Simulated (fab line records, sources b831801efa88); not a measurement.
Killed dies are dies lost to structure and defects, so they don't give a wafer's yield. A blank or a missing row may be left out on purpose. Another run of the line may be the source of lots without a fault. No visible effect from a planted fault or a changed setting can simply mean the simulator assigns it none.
Matching of chambers | flow gf180mcu | GF_M5_ETCH_09 on rie-diel-01 has 4 sister chambers
The step etches Si3N4 in CF4/O2, target depth 52 nm, time 11.6 s. 4 wafers are shown with their chamber, then 7 later ones without.

WAFERS PAIRED WITH THEIR CHAMBERS
wafer  | chamber | oes-product-au (a.u.)
L351.1 | 3       | 1.010
L363.6 | 1       | 0.988
L366.1 | 2       | 1.004
L366.3 | 0       | 1.003

WAFERS WITHOUT THEIR CHAMBER
wafer  | oes-product-au (a.u.)
L366.5 | 0.979
L368.2 | 1.016
L368.4 | 0.995
L368.5 | 0.993
L370.3 | 1.002
L370.4 | 1.019
L370.5 | 1.008

EACH ONE'S CHAMBER
wafer  | from the rows above               | in truth
L366.5 | 1                                 | 1
L368.2 | can't be placed: 3 or 2 or 0      | 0
L368.4 | can't be placed: 1 or 0 or 2 or 3 | 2
L368.5 | can't be placed: 1 or 0 or 2 or 3 | 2
L370.3 | can't be placed: 0 or 2 or 3      | 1
L370.4 | can't be placed: 3 or 2 or 0      | 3
L370.5 | can't be placed: 3 or 2 or 0      | 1
Placed correctly: 1 of 7. Can't be placed from these rows: 6 (the true chamber is among the candidates in 4). 0 placed wrongly.
How it was worked out, from the rows above alone: a wafer's distance from a chamber is the root of the sum, over the readings, of the square of ((its reading less the chamber's mean) divided by the reading's scatter). The wafer belongs to the nearest chamber; if the next one is less than 2 further off, it can't be placed. Each chamber's mean is taken over the wafers shown for it. The scatter: with one shown wafer a chamber, the root of the mean of the squares of how far each hidden wafer lies from its nearest shown one.
